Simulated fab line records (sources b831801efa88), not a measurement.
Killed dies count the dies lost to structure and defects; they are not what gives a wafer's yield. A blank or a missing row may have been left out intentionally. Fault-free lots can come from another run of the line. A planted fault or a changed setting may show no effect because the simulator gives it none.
Which tool did it? || flow sky130 || 12 lots, 36 wafers sampled, at 5 steps of a route of 708

## WHAT THE GAUGES SHOWED, per wafer
SKY_VT_ADJUST_HVTP_TW_MEAS_11. Usual: VT_ADJUST_HVTP_TW 1350, standard deviation 12.
{"lot": "L982", "measured": "day 6 04:27", "on": "film_metro-01", "VT_ADJUST_HVTP_TW": "1372 1361 1367", "flag": ""}
{"lot": "L983", "measured": "day 6 10:39", "on": "film_metro-01", "VT_ADJUST_HVTP_TW": "1369 1368 1371", "flag": ""}
{"lot": "L984", "measured": "day 6 13:02", "on": "film_metro-01", "VT_ADJUST_HVTP_TW": "1366 1370 1367", "flag": ""}
{"lot": "L987", "measured": "day 7 09:59", "on": "film_metro-02", "VT_ADJUST_HVTP_TW": "1353 1339 1352", "flag": ""}
{"lot": "L988", "measured": "day 7 12:58", "on": "film_metro-01", "VT_ADJUST_HVTP_TW": "1358 1357 1365", "flag": ""}
{"lot": "L991", "measured": "day 8 08:24", "on": "film_metro-02", "VT_ADJUST_HVTP_TW": "1356 1354 1353", "flag": ""}
{"lot": "L992", "measured": "day 8 15:12", "on": "film_metro-03", "VT_ADJUST_HVTP_TW": "1339 1332 1329", "flag": ""}
{"lot": "L996", "measured": "day 9 17:39", "on": "film_metro-01", "VT_ADJUST_HVTP_TW": "1360 1363 1360", "flag": ""}
{"lot": "L997", "measured": "day 10 14:47", "on": "film_metro-01", "VT_ADJUST_HVTP_TW": "1373 1358 1372", "flag": ""}
{"lot": "L998", "measured": "day 10 20:44", "on": "film_metro-03", "VT_ADJUST_HVTP_TW": "1344 1338 1336", "flag": ""}
{"lot": "L103", "measured": "day 11 23:20", "on": "film_metro-03", "VT_ADJUST_HVTP_TW": "1336 1335 1340", "flag": ""}
{"lot": "L105", "measured": "day 12 05:07", "on": "film_metro-03", "VT_ADJUST_HVTP_TW": "1338 1328 1326", "flag": ""}

SKY_GATE_OXIDE_TW_MEAS_14. Usual: GATE_OXIDE_TW 224.8, standard deviation 1.3.
{"lot": "L982", "measured": "day 13 18:51", "on": "film_metro-04", "GATE_OXIDE_TW": "224.9 222.9 224.2", "flag": ""}
{"lot": "L983", "measured": "day 14 08:05", "on": "film_metro-01", "GATE_OXIDE_TW": "224.3 224.9 224.2", "flag": ""}
{"lot": "L984", "measured": "day 14 08:23", "on": "film_metro-01", "GATE_OXIDE_TW": "224.0 225.2 225.0", "flag": ""}
{"lot": "L987", "measured": "day 15 11:19", "on": "film_metro-01", "GATE_OXIDE_TW": "226.2 225.7 227.4", "flag": ""}
{"lot": "L988", "measured": "day 15 17:31", "on": "film_metro-02", "GATE_OXIDE_TW": "223.0 222.3 223.1", "flag": ""}
{"lot": "L991", "measured": "day 16 22:00", "on": "film_metro-02", "GATE_OXIDE_TW": "224.0 224.4 224.1", "flag": ""}
{"lot": "L992", "measured": "day 17 07:49", "on": "film_metro-01", "GATE_OXIDE_TW": "226.8 227.2 229.3", "flag": ""}
{"lot": "L996", "measured": "day 18 20:28", "on": "film_metro-02", "GATE_OXIDE_TW": "211.4 211.2 211.2", "flag": "OFF"}
{"lot": "L997", "measured": "day 19 23:54", "on": "film_metro-01", "GATE_OXIDE_TW": "224.9 227.0 225.4", "flag": ""}
{"lot": "L998", "measured": "day 20 04:22", "on": "film_metro-01", "GATE_OXIDE_TW": "213.1 212.9 213.3", "flag": "OFF"}
{"lot": "L103", "measured": "day 21 17:14", "on": "film_metro-02", "GATE_OXIDE_TW": "223.1 224.2 224.0", "flag": ""}
{"lot": "L105", "measured": "day 21 23:06", "on": "film_metro-01", "GATE_OXIDE_TW": "226.1 225.5 227.6", "flag": ""}

SKY_LDD_N_OVL_MEAS_07. Usual: LDD_N_OVL 0.7 nm, standard deviation 1.2.
{"lot": "L982", "measured": "day 17 16:50", "on": "overlay-02", "LDD_N_OVL (nm)": "-1.0 -0.6 0.6", "flag": ""}
{"lot": "L983", "measured": "day 18 06:36", "on": "overlay-01", "LDD_N_OVL (nm)": "-1.0 -0.3 -0.6", "flag": ""}
{"lot": "L984", "measured": "day 18 06:17", "on": "overlay-02", "LDD_N_OVL (nm)": "2.2 1.3 1.8", "flag": ""}
{"lot": "L987", "measured": "day 19 12:51", "on": "overlay-02", "LDD_N_OVL (nm)": "1.0 2.1 3.1", "flag": ""}
{"lot": "L988", "measured": "day 19 17:29", "on": "overlay-02", "LDD_N_OVL (nm)": "0.9 0.1 2.1", "flag": ""}
{"lot": "L991", "measured": "day 21 01:17", "on": "overlay-02", "LDD_N_OVL (nm)": "-2.0 -1.3 -0.8", "flag": ""}
{"lot": "L992", "measured": "day 21 11:17", "on": "overlay-01", "LDD_N_OVL (nm)": "0.1 0.9 0.6", "flag": ""}
{"lot": "L996", "measured": "day 23 00:53", "on": "overlay-01", "LDD_N_OVL (nm)": "0.7 2.3 1.8", "flag": ""}
{"lot": "L997", "measured": "day 24 01:13", "on": "overlay-02", "LDD_N_OVL (nm)": "0.3 1.3 1.1", "flag": ""}
{"lot": "L998", "measured": "day 24 06:33", "on": "overlay-02", "LDD_N_OVL (nm)": "0.1 0.7 1.0", "flag": ""}
{"lot": "L103", "measured": "day 25 18:56", "on": "overlay-02", "LDD_N_OVL (nm)": "-0.4 0.0 0.7", "flag": ""}
{"lot": "L105", "measured": "day 26 00:10", "on": "overlay-01", "LDD_N_OVL (nm)": "1.2 1.9 1.6", "flag": ""}

## EACH LOT AND THE TOOL THAT RAN IT (in order: tool; ch and the chambers of the sampled wafers; start)
{"lot": "L982", "SKY_VT_ADJUST_HVTR_STRIP_10": "plasma_asher-03 ch 0,1, day 9 11:34", "SKY_GATE_OXIDE_IMPLANT_11": "implanter-02 ch 0, day 13 18:30"}
{"lot": "L983", "SKY_VT_ADJUST_HVTR_STRIP_10": "plasma_asher-03 ch 0,1, day 9 18:51", "SKY_GATE_OXIDE_IMPLANT_11": "implanter-04 ch 0, day 14 07:46"}
{"lot": "L984", "SKY_VT_ADJUST_HVTR_STRIP_10": "plasma_asher-03 ch 0,1, day 9 20:58", "SKY_GATE_OXIDE_IMPLANT_11": "implanter-01 ch 0, day 14 08:01"}
{"lot": "L987", "SKY_VT_ADJUST_HVTR_STRIP_10": "plasma_asher-04 ch 0,1, day 10 23:20", "SKY_GATE_OXIDE_IMPLANT_11": "implanter-02 ch 0, day 15 10:58"}
{"lot": "L988", "SKY_VT_ADJUST_HVTR_STRIP_10": "plasma_asher-03 ch 0,1, day 11 02:08", "SKY_GATE_OXIDE_IMPLANT_11": "implanter-01 ch 0, day 15 17:10"}
{"lot": "L991", "SKY_VT_ADJUST_HVTR_STRIP_10": "plasma_asher-04 ch 0,1, day 12 00:38", "SKY_GATE_OXIDE_IMPLANT_11": "implanter-04 ch 0, day 16 21:39"}
{"lot": "L992", "SKY_VT_ADJUST_HVTR_STRIP_10": "plasma_asher-01 ch 1, day 12 08:31", "SKY_GATE_OXIDE_IMPLANT_11": "implanter-02 ch 0, day 17 07:27"}
{"lot": "L996", "SKY_VT_ADJUST_HVTR_STRIP_10": "plasma_asher-04 ch 0,1, day 13 18:56", "SKY_GATE_OXIDE_IMPLANT_11": "implanter-04 ch 0, day 18 20:07"}
{"lot": "L997", "SKY_VT_ADJUST_HVTR_STRIP_10": "plasma_asher-01 ch 0,1, day 14 17:25", "SKY_GATE_OXIDE_IMPLANT_11": "implanter-01 ch 0, day 19 23:33"}
{"lot": "L998", "SKY_VT_ADJUST_HVTR_STRIP_10": "plasma_asher-03 ch 1, day 14 23:13", "SKY_GATE_OXIDE_IMPLANT_11": "implanter-04 ch 0, day 20 04:01"}
{"lot": "L103", "SKY_VT_ADJUST_HVTR_STRIP_10": "plasma_asher-04 ch 0,1, day 16 08:47", "SKY_GATE_OXIDE_IMPLANT_11": "implanter-01 ch 0, day 21 16:54"}
{"lot": "L105", "SKY_VT_ADJUST_HVTR_STRIP_10": "plasma_asher-01 ch 0,1, day 16 15:46", "SKY_GATE_OXIDE_IMPLANT_11": "implanter-01 ch 0, day 21 22:44"}
- SKY_VT_ADJUST_HVTR_STRIP_10: strips in O2/N2.
- SKY_GATE_OXIDE_IMPLANT_11

## AS READ BY THE TOOLS THEMSELVES (means over the sampled wafers that have a number; for cases with no such wafer, the mark the record gives instead)
SKY_VT_ADJUST_HVTR_STRIP_10. Usual: chamber_pressure_mTorr 1500.1 mTorr, standard deviation 1.3; drypump_motor_current_A 5.7 A, standard deviation 0.51; oes_product_au 0.716 a.u., standard deviation 0.0049; strip_time_to_endpoint_s 14.16 s, standard deviation 0.038.
{"lot": "L982", "tool": "plasma_asher-03", "chamber_pressure_mTorr (mTorr)": 1500.9, "drypump_motor_current_A (A)": 5.9, "oes_product_au (a.u.)": 0.716, "strip_time_to_endpoint_s (s)": 14.12, "flag": ""}
{"lot": "L983", "tool": "plasma_asher-03", "chamber_pressure_mTorr (mTorr)": 1499.4, "drypump_motor_current_A (A)": 5.6, "oes_product_au (a.u.)": 0.715, "strip_time_to_endpoint_s (s)": 14.20, "flag": ""}
{"lot": "L984", "tool": "plasma_asher-03", "chamber_pressure_mTorr (mTorr)": 1500.4, "drypump_motor_current_A (A)": 5.9, "oes_product_au (a.u.)": 0.713, "strip_time_to_endpoint_s (s)": 14.11, "flag": ""}
{"lot": "L987", "tool": "plasma_asher-04", "chamber_pressure_mTorr (mTorr)": 1500.0, "drypump_motor_current_A (A)": 5.8, "oes_product_au (a.u.)": 0.717, "strip_time_to_endpoint_s (s)": 14.16, "flag": ""}
{"lot": "L988", "tool": "plasma_asher-03", "chamber_pressure_mTorr (mTorr)": 1498.5, "drypump_motor_current_A (A)": 5.6, "oes_product_au (a.u.)": 0.719, "strip_time_to_endpoint_s (s)": 14.14, "flag": ""}
{"lot": "L991", "tool": "plasma_asher-04", "chamber_pressure_mTorr (mTorr)": 1499.3, "drypump_motor_current_A (A)": 5.6, "oes_product_au (a.u.)": 0.716, "strip_time_to_endpoint_s (s)": 14.19, "flag": ""}
{"lot": "L992", "tool": "plasma_asher-01", "chamber_pressure_mTorr (mTorr)": 1500.7, "drypump_motor_current_A (A)": 4.8, "oes_product_au (a.u.)": 0.713, "strip_time_to_endpoint_s (s)": 14.20, "flag": ""}
{"lot": "L996", "tool": "plasma_asher-04", "chamber_pressure_mTorr (mTorr)": 1500.7, "drypump_motor_current_A (A)": 5.6, "oes_product_au (a.u.)": 0.716, "strip_time_to_endpoint_s (s)": 14.17, "flag": ""}
{"lot": "L997", "tool": "plasma_asher-01", "chamber_pressure_mTorr (mTorr)": 1501.0, "drypump_motor_current_A (A)": 5.3, "oes_product_au (a.u.)": 0.714, "strip_time_to_endpoint_s (s)": 14.10, "flag": ""}
{"lot": "L998", "tool": "plasma_asher-03", "chamber_pressure_mTorr (mTorr)": 1500.3, "drypump_motor_current_A (A)": 5.4, "oes_product_au (a.u.)": 0.712, "strip_time_to_endpoint_s (s)": 14.16, "flag": ""}
{"lot": "L103", "tool": "plasma_asher-04", "chamber_pressure_mTorr (mTorr)": 1500.4, "drypump_motor_current_A (A)": 5.6, "oes_product_au (a.u.)": 0.714, "strip_time_to_endpoint_s (s)": 14.17, "flag": ""}
{"lot": "L105", "tool": "plasma_asher-01", "chamber_pressure_mTorr (mTorr)": 1499.0, "drypump_motor_current_A (A)": 5.3, "oes_product_au (a.u.)": 0.715, "strip_time_to_endpoint_s (s)": 14.11, "flag": ""}

SKY_GATE_OXIDE_IMPLANT_11. Usual: dose_ions_cm2 reads 2.6006e+12 (standard deviation 2.7e+09).
{"lot": "L982", "tool": "implanter-02", "dose_ions_cm2": 2.5996e+12, "flag": ""}
{"lot": "L983", "tool": "implanter-04", "dose_ions_cm2": 2.6009e+12, "flag": ""}
{"lot": "L984", "tool": "implanter-01", "dose_ions_cm2": 2.6002e+12, "flag": ""}
{"lot": "L987", "tool": "implanter-02", "dose_ions_cm2": 2.6021e+12, "flag": ""}
{"lot": "L988", "tool": "implanter-01", "dose_ions_cm2": 2.5998e+12, "flag": ""}
{"lot": "L991", "tool": "implanter-04", "dose_ions_cm2": 2.5991e+12, "flag": ""}
{"lot": "L992", "tool": "implanter-02", "dose_ions_cm2": 2.5985e+12, "flag": ""}
{"lot": "L996", "tool": "implanter-04", "dose_ions_cm2": 2.6027e+12, "flag": ""}
{"lot": "L997", "tool": "implanter-01", "dose_ions_cm2": 2.6025e+12, "flag": ""}
{"lot": "L998", "tool": "implanter-04", "dose_ions_cm2": 2.6029e+12, "flag": ""}
{"lot": "L103", "tool": "implanter-01", "dose_ions_cm2": 2.5980e+12, "flag": ""}
{"lot": "L105", "tool": "implanter-01", "dose_ions_cm2": 2.5979e+12, "flag": ""}

## THE ANSWER, worked out from the rows above alone
Rule: a lot is off if the mean of its wafers that have a number lies more than 3 standard deviations from the usual mean. A lot without any number at a reading at which 4 lots or more have one is off too. All remaining lots with rows at the step are treated as sound. After the gauges, taken in route order, come the tools' own readings; for these a lot's mean is taken, as printed above. At the first step where some lot is off, the reading lying furthest off is the one used; lots without a number count as furthest.
Off: L996, L998, at SKY_GATE_OXIDE_TW_MEAS_14 (GATE_OXIDE_TW).
If a tool, at a process step before that reading, ran all the lots that are off and no sound lot after the first of them, it fits. The gauges at SKY_GATE_OXIDE_TW_MEAS_14 are tried like those tools. One fits: implanter-04 at SKY_GATE_OXIDE_IMPLANT_11. Its last sound lot is L991 (day 16 21:39), its first lot that is off L996 (day 18 20:07): a fault that began between those two fits.

## WHAT THE SIMULATOR PUT IN
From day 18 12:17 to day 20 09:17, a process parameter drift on implanter-04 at SKY_GATE_OXIDE_IMPLANT_11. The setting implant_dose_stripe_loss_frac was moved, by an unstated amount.
Shown lots that were struck: L996, L998. The rule above reached the same finding.
